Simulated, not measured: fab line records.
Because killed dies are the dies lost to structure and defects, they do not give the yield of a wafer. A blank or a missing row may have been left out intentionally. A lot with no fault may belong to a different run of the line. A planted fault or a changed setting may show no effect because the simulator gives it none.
Matching of chambers / flow sky130 / SKY_POLY_CUT_ETCH_10 on rie_diel-01: 4 sister chambers
The step etches BARC in N2/H2, stops on SiO2, time 45.9 s, target depth 60 nm. 8 wafers are shown with their chamber, then 7 later ones without.

== WAFERS WITH THEIR CHAMBER ==
wafer=L287.6; chamber=0; n2_flow_sccm (sccm)=99.7; oes_product_au (a.u.)=0.860
wafer=L294.4; chamber=3; n2_flow_sccm (sccm)=99.5; oes_product_au (a.u.)=0.855
wafer=L294.5; chamber=2; n2_flow_sccm (sccm)=99.9; oes_product_au (a.u.)=0.866
wafer=L298.1; chamber=1; n2_flow_sccm (sccm)=99.8; oes_product_au (a.u.)=0.854
wafer=L298.3; chamber=0; n2_flow_sccm (sccm)=100.2; oes_product_au (a.u.)=0.855
wafer=L298.4; chamber=2; n2_flow_sccm (sccm)=100.0; oes_product_au (a.u.)=0.856
wafer=L299.1; chamber=3; n2_flow_sccm (sccm)=100.1; oes_product_au (a.u.)=0.857
wafer=L299.2; chamber=1; n2_flow_sccm (sccm)=100.7; oes_product_au (a.u.)=0.862

== WAFERS WITH NO CHAMBER GIVEN ==
wafer=L299.3; n2_flow_sccm (sccm)=99.7; oes_product_au (a.u.)=0.852
wafer=L303.3; n2_flow_sccm (sccm)=100.1; oes_product_au (a.u.)=0.849
wafer=L303.4; n2_flow_sccm (sccm)=100.1; oes_product_au (a.u.)=0.857
wafer=L303.6; n2_flow_sccm (sccm)=100.5; oes_product_au (a.u.)=0.852
wafer=L305.4; n2_flow_sccm (sccm)=99.8; oes_product_au (a.u.)=0.850
wafer=L305.5; n2_flow_sccm (sccm)=100.3; oes_product_au (a.u.)=0.850
wafer=L305.6; n2_flow_sccm (sccm)=100.1; oes_product_au (a.u.)=0.863

== WHICH CHAMBER EACH ONE RAN IN ==
wafer=L299.3; from the rows above=can't be placed: 3 or 0 or 1 or 2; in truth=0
wafer=L303.3; from the rows above=can't be placed: 3 or 0 or 1 or 2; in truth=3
wafer=L303.4; from the rows above=can't be placed: 0 or 1 or 3 or 2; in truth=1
wafer=L303.6; from the rows above=can't be placed: 1 or 0 or 3 or 2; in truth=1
wafer=L305.4; from the rows above=can't be placed: 3 or 0 or 1 or 2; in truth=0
wafer=L305.5; from the rows above=can't be placed: 1 or 3 or 0 or 2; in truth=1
wafer=L305.6; from the rows above=can't be placed: 2 or 1 or 0 or 3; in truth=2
Placed correctly: 0 of 7. Unplaceable from these rows: 7, with the true chamber sitting among the candidates in 7. Wrongly placed: 0.
How it was worked out, from the rows above alone: a wafer's distance from a chamber is the root of the sum, over the readings, of the square of ((its reading less the chamber's mean) divided by the reading's scatter). If the next closest chamber is less than 2 further off than the closest, the wafer can't be placed; otherwise it belongs to the closest. For every chamber, the mean is computed from those of its wafers that are shown. How the scatter is found: for the shown wafers, subtract from each reading the mean of its chamber, square and add these, divide the total by (wafers less chambers), then take the root.
